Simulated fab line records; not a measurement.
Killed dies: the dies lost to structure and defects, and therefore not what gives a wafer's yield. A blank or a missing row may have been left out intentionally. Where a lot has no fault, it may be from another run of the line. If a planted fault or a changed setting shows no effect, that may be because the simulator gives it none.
Comparing a struck lot with a sound one    flow sfqLine    42 steps out of a route of 325
Sound: wafers L495.2, L495.5, L495.6. Struck: wafer L511.3. (L511.1, L511.2 of the same lot were not struck and are left out.) The cause comes at the end.
Order at every step that has rows: each side's tool, ch and its chambers, its first start. Under that, the readings that differ: sound wafers    struck wafers    difference of the means    sigmas: that difference in standard deviations of wafers without a fault.
alike: a reading whose means differ by less than 2 such deviations, as well as words and numbers matching on both sides. not compared: withheld readings; readings where some wafer has no value; bounds like >300 that might hide an equal value; numbers whose values overlap and for which the record gives no deviation.
Wherever a step has rows on one side only, a row that says differs or no value, or a row with sigmas, the two part there. Non-overlapping numbers with no deviation appear without sigmas and do not part them. A reading missing from all wafers of one side parts the sides only when that side holds two or more wafers.

first, 6 steps without rows for these wafers: SFQ_TRILAYER_M2_LITHO_COAT_062 (resist thk 62 nm); SFQ_TRILAYER_M2_LITHO_COAT_057 (resist thk 600 nm); SFQ_TRILAYER_M2_LITHO_SOFTBAKE_061; SFQ_TRILAYER_M2_LITHO_EXPOSE_058 (exposes mask M2, target cd 500 nm); SFQ_TRILAYER_M2_LITHO_PEB_060 (peb time 60 s); SFQ_TRILAYER_M2_LITHO_DEVELOP_059 (time 60 s).
SFQ_M2_OVL_MEAS_916:
  sound: overlay-01 at day 28 08:38; struck: overlay-01 at day 39 03:14
reading      sound  struck  difference  sigmas
M2_OVL (nm)  2 1 6  15      +12         +2
then, 2 steps without rows for these wafers: SFQ_TRILAYER_M2_BARC_OPEN_METAL_ETCH_077 (etches BARC in O2, target depth 125 nm, time 41.7 s); SFQ_TRILAYER_M2_ETCH_METAL_ETCH_060 (etches Nb in Cl2/Ar, stops on SiO2, target depth 240 nm, time 120 s).
SFQ_TRILAYER_M2_STRIP_STRIP_061: strips in O2.
  sound on rieMetal-03 ch 0,1, day 28 08:52; struck on rieMetal-04 ch 1, day 39 03:28
  alike: drypumpMotorCurrentA, oesProductAu
  not compared: rfHoursCounterH
then, 2 steps without rows for these wafers: SFQ_TRILAYER_M2_STRIP_SOLV_CLEAN_062 (cleans in NMP, time 600 s); SFQ_TRILAYER_I2_DEP_PECVD_063 (deposits SiO2 from SiH4/N2O, time 111.11 s, target thk 500 nm).
SFQ_TRILAYER_I2_CMP_CMP_064: polishes SiO2.
  sound on cmp-02 ch 0,1,3, day 29 00:13; struck on cmp-02 ch 0, day 39 04:19
reading                                             sound            struck  difference  sigmas
model.SiO2_of_TRILAYER_I2_DEP_PECVD_063.thkNm (nm)  200.5 201.4 202  180.1   -21.2       
  alike: motorCurrentA, timeToEndpointS
SFQ_I2_BOW_MEAS_917:
  sound: filmMetro-03 at day 29 02:14; struck: filmMetro-02 at day 39 10:01
  not compared: I2_BOW
SFQ_TRILAYER_I2_METRO_MEASURE_065:
  sound: filmMetro-03 at day 29 02:32; struck: filmMetro-02 at day 39 22:01
reading     sound              struck  difference  sigmas
thkNm (nm)  200.5 201.6 202.0  180.0   -21.4       -23
then, 6 steps without rows for these wafers: SFQ_TRILAYER_I2_VIA_LITHO_COAT_072 (resist thk 62 nm); SFQ_TRILAYER_I2_VIA_LITHO_COAT_067 (resist thk 650 nm); SFQ_TRILAYER_I2_VIA_LITHO_SOFTBAKE_071; SFQ_TRILAYER_I2_VIA_LITHO_EXPOSE_068 (exposes mask I2, target cd 500 nm); SFQ_TRILAYER_I2_VIA_LITHO_PEB_070 (peb time 60 s); SFQ_TRILAYER_I2_VIA_LITHO_DEVELOP_069 (time 60 s).
-- the record jumps here: 5 days lie between the struck wafers' starts before and after --
SFQ_I2_OVL_MEAS_918:
  sound: overlay-02 at day 29 14:02; struck: overlay-01 at day 45 05:53
reading      sound  struck  difference  sigmas
I2_OVL (nm)  5 7 4  -9      -14         -3
SFQ_TRILAYER_I2_VIA_BARC_OPEN_VIA_ETCH_096: etches BARC in O2, target depth 125 nm, time 41.7 s.
  sound on rieDiel-01 ch 0,1,3, day 29 14:04; struck on rieDiel-01 ch 3, day 45 05:56
  alike: drypumpMotorCurrentA, oesProductAu
  not compared: rfHoursCounterH
SFQ_TRILAYER_I2_VIA_ETCH_VIA_ETCH_070: etches SiO2 in CHF3, stops on Nb, target depth 260 nm.
  sound on rieDiel-01 ch 0,1,3, day 29 14:06; struck on rieDiel-01 ch 3, day 45 05:58
reading                       sound              struck  difference  sigmas
oesProductAu (a.u.)           0.859 0.859 0.853  0.809   -0.048      -9
model.I2.featureDepthNm (nm)  200.5 201.4 202    180.1   -21.2       
model.etch.depthNm (nm)       200.5 201.4 202    180.1   -21.2       
  alike: drypumpMotorCurrentA
then, 2 steps without rows for these wafers: SFQ_TRILAYER_I2_VIA_STRIP_STRIP_071 (strips in O2); SFQ_TRILAYER_I2_VIA_STRIP_SOLV_CLEAN_072 (cleans in NMP, time 600 s).
SFQ_TRILAYER_M3_DEP_PRE_CLEAN_074: time 22.5 s.
  sound: pvdSputter-05 at day 29 15:01; struck: pvdSputter-03 at day 45 06:51
reading                                             sound            struck  difference  sigmas
model.SiO2_of_TRILAYER_I2_DEP_PECVD_063.thkNm (nm)  193 193.9 194.5  172.6   -21.2       
SFQ_TRILAYER_M3_DEP_SPUTTER_073: material Nb, target thk 200 nm, time 133.3 s.
  sound: pvdSputter-05 at day 29 15:02; struck: pvdSputter-03 at day 45 06:53
  alike: substrateTempC, throttleValvePct
SFQ_M3_RS_MEAS_919: a four-point-probe measurement.
  sound: filmMetro-03 at day 29 15:09; struck: filmMetro-04 at day 45 06:58
  alike: M3_NB_RS
then, 6 steps without rows for these wafers: SFQ_TRILAYER_M3_LITHO_COAT_080 (resist thk 62 nm); SFQ_TRILAYER_M3_LITHO_COAT_075 (resist thk 600 nm); SFQ_TRILAYER_M3_LITHO_SOFTBAKE_079; SFQ_TRILAYER_M3_LITHO_EXPOSE_076 (exposes mask M3, target cd 500 nm); SFQ_TRILAYER_M3_LITHO_PEB_078 (peb time 60 s); SFQ_TRILAYER_M3_LITHO_DEVELOP_077 (time 60 s).
-- the record jumps here: 5 days lie between the struck wafers' starts before and after --
SFQ_M3_OVL_MEAS_921:
  sound: overlay-02 at day 35 10:04; struck: overlay-01 at day 50 12:48
  alike: M3_OVL
SFQ_TRILAYER_M3_BARC_OPEN_METAL_ETCH_100: etches BARC in O2, target depth 125 nm, time 41.7 s.
  sound on rieMetal-01 ch 0,1, day 35 10:06; struck on rieMetal-03 ch 1, day 50 12:50
  alike: drypumpMotorCurrentA, oesProductAu
  not compared: rfHoursCounterH
SFQ_TRILAYER_M3_ETCH_METAL_ETCH_078: etches Nb in Cl2/Ar, stops on SiO2, target depth 240 nm, time 120 s.
  sound on rieMetal-01 ch 0,1, day 35 10:10; struck on rieMetal-03 ch 1, day 50 12:54
  alike: drypumpMotorCurrentA, oesProductAu
  not compared: rfHoursCounterH
then, 3 steps without rows for these wafers: SFQ_TRILAYER_M3_STRIP_STRIP_079 (strips in O2); SFQ_TRILAYER_M3_STRIP_SOLV_CLEAN_080 (cleans in NMP, time 600 s); SFQ_TRILAYER_I3_DEP_PECVD_081 (deposits SiO2 from SiH4/N2O, time 111.11 s, target thk 500 nm).
-- the record jumps here: 41 days lie between the struck wafers' starts before and after --
SFQ_M8_BOW_MEAS_951:
  sound: filmMetro-03 at day 86 15:18; struck: filmMetro-04 at day 91 12:46
reading                 sound              struck  difference  sigmas
model.etest.i2.linkOhm  1.977 1.976 1.984  1.949   -0.030      
  alike: M8_BOW

== WHERE THEY PART ==
At SFQ_M2_OVL_MEAS_916 first; at SFQ_TRILAYER_I2_VIA_ETCH_VIA_ETCH_070 last (within this record only). Later steps at which nothing parts them and some readings are alike: SFQ_TRILAYER_M3_DEP_SPUTTER_073, SFQ_M3_RS_MEAS_919, SFQ_M3_OVL_MEAS_921, SFQ_TRILAYER_M3_BARC_OPEN_METAL_ETCH_100, SFQ_TRILAYER_M3_ETCH_METAL_ETCH_078, SFQ_M8_BOW_MEAS_951.

WHY: what had been put in by the simulator
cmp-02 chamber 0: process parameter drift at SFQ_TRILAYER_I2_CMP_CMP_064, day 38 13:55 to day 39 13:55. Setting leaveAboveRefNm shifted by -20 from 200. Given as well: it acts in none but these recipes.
